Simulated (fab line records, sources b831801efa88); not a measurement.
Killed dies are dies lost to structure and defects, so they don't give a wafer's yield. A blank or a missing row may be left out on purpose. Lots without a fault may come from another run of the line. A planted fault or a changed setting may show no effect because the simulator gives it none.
fab line records | flow sky130
record lots=12 wafers=36 last_day=50
route steps=708 shown FIELD_ISO@28 NWELL@68 VT_ADJUST_HVTP@87 PAD_OPEN@708
lots that met no fault: from a run of the same line without faults
start_h: hours from the record's first day to the start of the lot's first wafer shown | wait_h: hours since the lot's step before | " the same as in the row above | L1.1+2: a row that stands for several wafers | - no value, or no start given | * or withheld: withheld | < > ~ a bound
route shown NAME@n: a module of which the file shows steps, and the number in the route of the first | usual: mean/standard deviation of fault-free wafers | same: alike in all rows | chamber/n: place in a boat | sites: the reading at each site | _std_site: their standard deviation | _edge_site: outer sites' mean less inner sites' | radius_mm: how far each site lies from the wafer's centre | mask NAME#n: copy n | behind: the tool/chamber that last shaped the wafer | hold: why the lot was held/for how many hours/how that ended | device: the transistor (n, p or np) that didn't switch | end of line: the same wafers' tests at the end of the route | a step without rows: its recipe alone | killed: dies lost to structure and defects at the first sort, not the wafer's yield | map: a wafer's dies, x killed, . not, _ none there
set.NAME: the setting as run; set.NAME@STEP: as run at that earlier step | model.NAME: the simulator's own value behind a step, which no gauge read
steps of the route over a sample of lots; a table a step, a row a wafer
services: from which hour (start_h, from the record's first day; less than 0 if before it) a tool's chamber was out of use, for how many hours, and why
## steps
# step SKY_FIELD_ISO_CMP_27
# recipe stop_on=Si3N4 t_overpolish_s=16 down_force_psi=4 platen_rpm=60 target_thk_nm=457.8 pad_velocity_m_s=0.94248
# usual motor_current_A=11.8/1.4 overpolish_run_s=16.000/0.0099 platen_rpm=60.00/0.039 time_to_endpoint_s=111/3.8
# columns lot.wafer tool chamber start_h wait_h motor_current_A overpolish_run_s platen_rpm time_to_endpoint_s
L160.1 cmp-02 0 39.95 0.1 11.7 15.992 59.96 117
L160.6 " 3 " " 10.0 15.992 59.96 113
L160.5 " 0 " " 11.5 15.995 60.02 114
L162.4 cmp-02 3 46.40 0.0 10.1 15.996 59.97 117
L162.5 " 3 " " 10.3 16.008 60.04 115
L162.6 " 0 " " 10.7 16.000 59.98 117
L163.3 cmp-01 3 52.95 0.1 11.6 16.010 59.97 105
L163.5 " 1 " " 13.0 16.010 60.03 111
L163.6 " 2 " " 9.8 15.989 60.03 107
L164.1 cmp-02 2 59.79 0.1 12.2 16.008 59.97 119
L164.2 " 0 " " 12.1 16.016 59.98 120
L164.5 " 1 " " 14.3 15.996 60.00 115
L166.1 cmp-02 0 70.47 0.1 12.0 16.014 60.02 115
L166.6 " 2 " " 12.2 16.018 59.99 113
L166.5 " 3 " " 10.3 16.005 59.94 115
L167.2 cmp-01 2 74.82 0.1 9.8 16.000 59.98 109
L167.3 " 3 " " 11.8 15.992 60.04 109
L167.6 " 2 " " 9.8 15.997 59.99 107
L168.2 cmp-01 2 80.89 0.0 9.7 15.994 59.99 107
L168.4 " 3 " " 12.2 15.984 60.01 104
L168.6 " 3 " " 12.0 15.991 60.02 106
L173.4 cmp-02 0 105.85 0.1 11.8 15.991 59.98 113
L173.5 " 2 " " 11.5 16.019 59.99 113
L173.6 " 3 " " 10.2 15.999 59.95 111
L176.3 cmp-01 2 123.23 0.1 10.3 15.994 60.02 110
L176.5 " 0 " " 10.5 15.994 59.86 105
L176.6 " 1 " " 13.4 15.997 60.05 107
L179.1 cmp-02 0 140.38 0.0 11.7 15.989 59.98 111
L179.3 " 2 " " 12.0 15.991 59.98 110
L179.5 " 1 " " 13.5 15.990 60.00 117
L180.1 cmp-02 1 144.84 0.1 14.2 16.002 59.97 115
L180.3 " 2 " " 11.9 15.987 59.97 110
L180.6 " 1 " " 14.4 15.989 60.05 108
L181.4 cmp-02 0 149.87 0.0 11.5 16.003 60.04 110
L181.2 " 1 " " 13.7 16.013 59.99 108
L181.6 " 0 " " 11.9 16.010 60.03 110
# step SKY_NWELL_TW_MEAS_15
# usual NWELL_TW=1809/16
# columns lot.wafer tool chamber start_h wait_h NWELL_TW
L160.1 film_metro-02 - 92.22 0.1 1817
L160.5 " - " " 1822
L160.6 " - " " 1828
L162.4 film_metro-02 - 98.65 0.1 1813
L162.5 " - " " 1816
L162.6 " - " " 1804
L163.3 film_metro-01 - 107.19 0.1 1808
L163.5 " - " " 1805
L163.6 " - " " 1815
L164.1 film_metro-02 - 114.07 0.1 1817
L164.2 " - " " 1828
L164.5 " - " " 1824
L166.1 film_metro-02 - 127.58 0.1 1811
L166.5 " - " " 1819
L166.6 " - " " 1825
L167.2 film_metro-02 - 132.10 0.1 1824
L167.3 " - " " 1817
L167.6 " - " " 1815
L168.2 film_metro-02 - 138.04 0.1 1820
L168.4 " - " " 1820
L168.6 " - " " 1827
L173.4 film_metro-03 - 169.25 0.1 1786
L173.5 " - " " 1780
L173.6 " - " " 1792
L176.3 film_metro-03 - 185.64 0.1 1784
L176.5 " - " " 1791
L176.6 " - " " 1781
L179.1 film_metro-03 - 205.82 0.1 1798
L179.3 " - " " 1798
L179.5 " - " " 1806
L180.1 film_metro-01 - 212.29 0.1 1820
L180.3 " - " " 1822
L180.6 " - " " 1821
L181.2 film_metro-01 - 217.08 0.1 1831
L181.4 " - " " 1834
L181.6 " - " " 1833
# step SKY_NWELL_TW_MEAS_26
# usual NWELL_2_TW=496/3.1
# columns lot.wafer tool chamber start_h wait_h NWELL_2_TW
L160.1 film_metro-02 - 110.03 0.1 497
L160.5 " - " " 495
L160.6 " - " " 496
L162.4 film_metro-01 - 116.41 0.1 496
L162.5 " - " " 495
L162.6 " - " " 497
L163.3 film_metro-02 - 125.15 0.1 496
L163.5 " - " " 496
L163.6 " - " " 496
L164.1 film_metro-02 - 133.03 0.1 498
L164.2 " - " " 496
L164.5 " - " " 495
L166.1 film_metro-02 - 147.47 0.1 496
L166.5 " - " " 493
L166.6 " - " " 498
L167.2 film_metro-01 - 151.63 0.1 495
L167.3 " - " " 495
L167.6 " - " " 495
L168.2 film_metro-02 - 157.83 0.1 492
L168.4 " - " " 493
L168.6 " - " " 498
L173.4 film_metro-02 - 190.25 0.1 497
L173.5 " - " " 497
L173.6 " - " " 497
L176.3 film_metro-01 - 207.39 0.1 495
L176.5 " - " " 500
L176.6 " - " " 497
L179.1 film_metro-03 - 228.47 0.1 489
L179.3 " - " " 486
L179.5 " - " " 486
L180.1 film_metro-01 - 234.27 0.1 497
L180.3 " - " " 499
L180.6 " - " " 499
L181.2 film_metro-03 - 239.55 0.1 491
L181.4 " - " " 489
L181.6 " - " " 490
# step SKY_VT_ADJUST_HVTP_COAT_02
# recipe resist=NOVOLAK spin_rpm=3000 resist_thk_nm=1140
# usual chill_plate_temp_C=23.00/0.11 resist_line_temp_C=23.03/0.1 spin_speed_rpm=3000.4/1.9
# columns lot.wafer tool chamber start_h wait_h chill_plate_temp_C resist_line_temp_C spin_speed_rpm
L160.1 litho_track-01 0 119.06 0.1 22.99 22.97 3000.3
L160.5 " 0 " " 22.89 23.07 2997.4
L160.6 " 0 " " 22.85 22.93 3000.8
L162.4 litho_track-02 0 125.80 0.1 23.09 23.18 3000.8
L162.5 " 0 " " 23.08 22.78 2999.8
L162.6 " 0 " " 22.88 22.96 2999.0
L163.3 litho_track-01 0 134.61 0.1 23.03 22.96 3000.8
L163.5 " 0 " " 22.90 22.82 3001.3
L163.6 " 0 " " 23.16 23.00 2999.3
L164.1 litho_track-01 0 143.06 0.1 22.93 23.10 3004.0
L164.2 " 0 " " 23.07 23.08 2998.0
L164.5 " 0 " " 22.96 23.07 2999.1
L166.1 litho_track-02 0 157.72 0.1 22.83 23.23 3004.9
L166.5 " 0 " " 22.85 22.85 3002.0
L166.6 " 0 " " 23.03 22.97 3004.7
L167.2 litho_track-02 0 161.65 0.1 23.08 23.06 3003.0
L167.3 " 0 " " 22.86 23.06 2999.0
L167.6 " 0 " " 23.09 23.11 3003.0
L168.2 litho_track-04 0 168.11 0.1 22.77 22.85 3000.6
L168.4 " 0 " " 22.91 22.92 3000.8
L168.6 " 0 " " 22.90 22.96 3001.4
L173.4 litho_track-04 0 201.36 0.1 23.07 22.99 3102.3
L173.5 " 0 " " 22.95 22.97 3102.2
L173.6 " 0 " " 22.93 22.93 3100.3
L176.3 litho_track-04 0 218.84 0.1 23.06 23.20 3100.9
L176.5 " 0 " " 22.92 22.95 3101.5
L176.6 " 0 " " 22.95 22.97 3100.6
L179.1 litho_track-02 0 239.17 0.1 23.07 23.08 3001.0
L179.3 " 0 " " 23.15 23.07 3001.4
L179.5 " 0 " " 23.11 23.00 3000.4
L180.1 litho_track-01 0 246.11 0.1 23.13 23.11 2999.3
L180.3 " 0 " " 22.94 23.13 2999.1
L180.6 " 0 " " 23.12 23.04 2996.9
L181.2 litho_track-01 0 251.48 0.1 22.92 23.16 3000.6
L181.4 " 0 " " 22.98 23.14 2999.6
L181.6 " 0 " " 22.89 22.98 3001.7
# step SKY_VT_ADJUST_HVTP_STRIP_10
# recipe chemistry=O2/N2 power_w=1400 pressure_mtorr=1500 platen_temp_c=withheld o2_flow_sccm=3000 n2_flow_sccm=300 overash_fraction=0.5
# usual chamber_pressure_mTorr=1500.1/1.4 drypump_motor_current_A=5.69/0.3 oes_product_au=0.716/0.0051 strip_time_to_endpoint_s=14.19/0.034
# columns lot.wafer tool chamber start_h wait_h chamber_pressure_mTorr drypump_motor_current_A oes_product_au rf_hours_counter_h strip_time_to_endpoint_s
L160.1 plasma_asher-04 1 128.68 0.1 1498.9 6.21 0.714 1 14.16
L160.5 " 1 " " 1500.4 6.23 0.710 - 14.18
L160.6 " 0 " " 1498.8 5.78 0.718 - 14.20
L162.4 plasma_asher-01 0 135.85 0.1 1500.8 5.35 0.714 - 14.20
L162.5 " 1 " " 1501.9 5.58 0.715 - 14.15
L162.6 " 0 " " 1501.0 5.34 0.714 - 14.13
L163.3 plasma_asher-04 0 144.81 0.1 1501.3 5.77 0.718 - 14.18
L163.5 " 0 " " 1501.9 5.80 0.718 - 14.18
L163.6 " 1 " " 1500.8 6.22 0.719 - 14.15
L164.1 plasma_asher-01 1 153.14 0.1 1499.1 5.52 0.712 34 14.15
L164.2 " 0 " " 1498.4 5.30 0.714 34 14.16
L164.5 " 0 " " 1499.5 5.30 0.718 - 14.22
L166.1 plasma_asher-04 0 168.09 0.1 1499.1 5.82 0.723 5 14.20
L166.5 " 0 " " 1498.3 5.80 0.721 - 14.16
L166.6 " 1 " " 1501.5 6.22 0.722 - 14.19
L167.2 plasma_asher-04 0 172.64 0.1 1502.0 5.79 0.718 5 14.18
L167.3 " 0 " " 1500.0 5.80 0.722 - 14.30
L167.6 " 1 " " 1500.6 6.18 0.713 - 14.21
L168.2 plasma_asher-03 1 178.88 0.1 1500.2 5.49 0.726 48 14.24
L168.4 " 1 " " 1498.7 5.48 0.701 - 14.25
L168.6 " 0 " " 1501.3 5.71 0.716 - 14.25
L173.4 plasma_asher-04 0 212.93 0.1 1499.4 5.78 0.704 - 13.95
L173.5 " 0 " " 1499.1 5.78 0.722 - 13.92
L173.6 " 1 " " 1501.4 6.18 0.709 - 13.95
L176.3 plasma_asher-01 1 230.33 0.1 1498.3 5.53 0.716 - 13.99
L176.5 " 0 " " 1499.6 5.33 0.714 - 13.99
L176.6 " 1 " " 1499.1 5.54 0.712 - 13.96
L179.1 plasma_asher-04 1 251.46 0.1 1500.1 6.18 0.724 13 14.15
L179.3 " 1 " " 1499.9 6.20 0.726 - 14.19
L179.5 " 1 " " 1501.7 6.22 0.715 - 14.21
L180.1 plasma_asher-04 0 258.24 0.1 1499.5 5.78 0.707 14 14.15
L180.3 " 1 " " 1501.5 6.17 0.713 - 14.17
L180.6 " 1 " " 1502.2 6.19 0.717 - 14.21
L181.2 plasma_asher-03 1 264.50 0.2 1497.6 5.45 0.716 57 14.20
L181.4 " 0 " " 1501.1 5.74 0.714 - 14.20
L181.6 " 1 " " 1499.8 5.42 0.720 - 14.14
# step SKY_PAD_OPEN_PROBE_99
# usual killed_at_M0_to_M3=45/6.9 killed_at_M4_up=3.0/1.7 killed_at_contacts=25/5.6 killed_at_front_end=15/4.2 killed_at_other=0.3/0.55 killed_dies=89/9.6 killed_open=49/7.2 killed_short=39/6.5
# same gross_dies=492 killed_at_back_side=0
# columns lot.wafer tool chamber start_h wait_h killed_at_M0_to_M3 killed_at_M4_up killed_at_contacts killed_at_front_end killed_at_other killed_dies killed_open killed_short
L173.5 prober-01 - 1158.89 0.2 43 0 45 17 0 105 69 36
L176.3 prober-02 - 1171.20 0.2 41 6 25 14 1 87 46 41
L176.5 prober-02 - 1171.30 0.2 40 1 33 16 0 90 51 39
L176.6 prober-02 - 1171.35 0.2 54 4 18 16 0 92 56 36
# killed by level:class
L173.5 CONTACT:geometric_particle:open=21 LI_CONTACT:geometric_particle:open=12 VIA3:geometric_particle:open=7 VIA1:geometric_particle:open=6 VIA2:geometric_particle:open=6 FIELD_ISO:geometric_particle:open=5 LOCAL_INTERCONNECT:geometric_particle:short=5 VIA1:geometric_particle:short=5
L176.3 VIA2:geometric_particle:open=8 LI_CONTACT:geometric_particle:open=7 VIA1:geometric_particle:open=7 LI_CONTACT:geometric_particle:short=6 METAL1:geometric_particle:short=6 CONTACT:geometric_particle:open=5 VIA2:geometric_particle:short=4 VIA3:geometric_particle:open=4
L176.5 CONTACT:geometric_particle:open=12 VIA1:geometric_particle:open=10 VIA3:geometric_particle:open=10 LI_CONTACT:geometric_particle:open=8 METAL2:geometric_particle:short=8 FIELD_ISO:geometric_particle:open=5 LOCAL_INTERCONNECT:geometric_particle:short=5 VIA3:geometric_particle:short=5
L176.6 VIA1:geometric_particle:open=12 VIA2:geometric_particle:open=11 METAL1:geometric_particle:short=7 CONTACT:geometric_particle:open=6 VIA1:geometric_particle:short=6 LI_CONTACT:geometric_particle:open=5 VIA3:geometric_particle:open=5 POLY_GATE:geometric_particle:open=5
## services
# columns tool chamber start_h hours kind
cmp-01 - 19.74 4.7 pm
cmp-01 - 26.57 4.0 repair
plasma_asher-04 - 31.39 2.8 pm
cmp-02 - 64.00 4.0 pm
cmp-02 - 68.00 - consumable_replace:conditioner
cmp-02 - 68.00 - consumable_replace:pad
plasma_asher-01 - 86.26 1.0 repair
cmp-01 - 89.72 0.6 repair
cmp-01 - 102.63 0.5 repair
plasma_asher-04 - 108.75 9.0 pm
plasma_asher-03 - 113.14 3.2 repair
cmp-01 - 116.94 0.9 repair
cmp-01 - 121.19 1.3 repair
plasma_asher-01 - 143.46 2.8 pm
cmp-01 - 146.94 53.1 repair
cmp-02 - 156.03 1.9 repair
cmp-01 - 174.10 1.4 repair
plasma_asher-03 - 175.67 2.1 repair
cmp-02 - 200.34 6.1 pm
cmp-02 - 206.47 9.6 pm
cmp-01 - 232.21 4.0 pm
cmp-01 - 241.02 1.9 repair
plasma_asher-04 - 260.32 7.4 repair
plasma_asher-01 - 264.31 7.3 repair
## key
first_sign step=SKY_VT_ADJUST_HVTP_COAT_02 reading=spin_speed_rpm direction=up sigmas=54 usual=3000.4 struck=3101.3
effect step=SKY_VT_ADJUST_HVTP_STRIP_10 reading=strip_time_to_endpoint_s direction=down sigmas=6.8 usual=* struck=*
met_at SKY_VT_ADJUST_HVTP_COAT_02
struck_lots L173,L176
tester_left_out L173,L176
not_acting_at SKY_FIELD_ISO_CMP_27,SKY_NWELL_TW_MEAS_15,SKY_NWELL_TW_MEAS_26
onset_between 168.11 201.36
fault kind=process_parameter_drift tool=litho_track-04 chamber=- onset_h=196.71 steps=SKY_VT_ADJUST_HVTP_COAT_02 channel=spin_rpm offset=101.03 shape=step end_h=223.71 acts_in=these_recipes_only stated=3000
# tester_left_out: of these lots the tester's yield and bins aren't shown, on N5 and GAA mostly nor the transistor test; their killed dies are dies lost to structure and defects alone, not to doping, threshold or leakage, so they don't give the yield
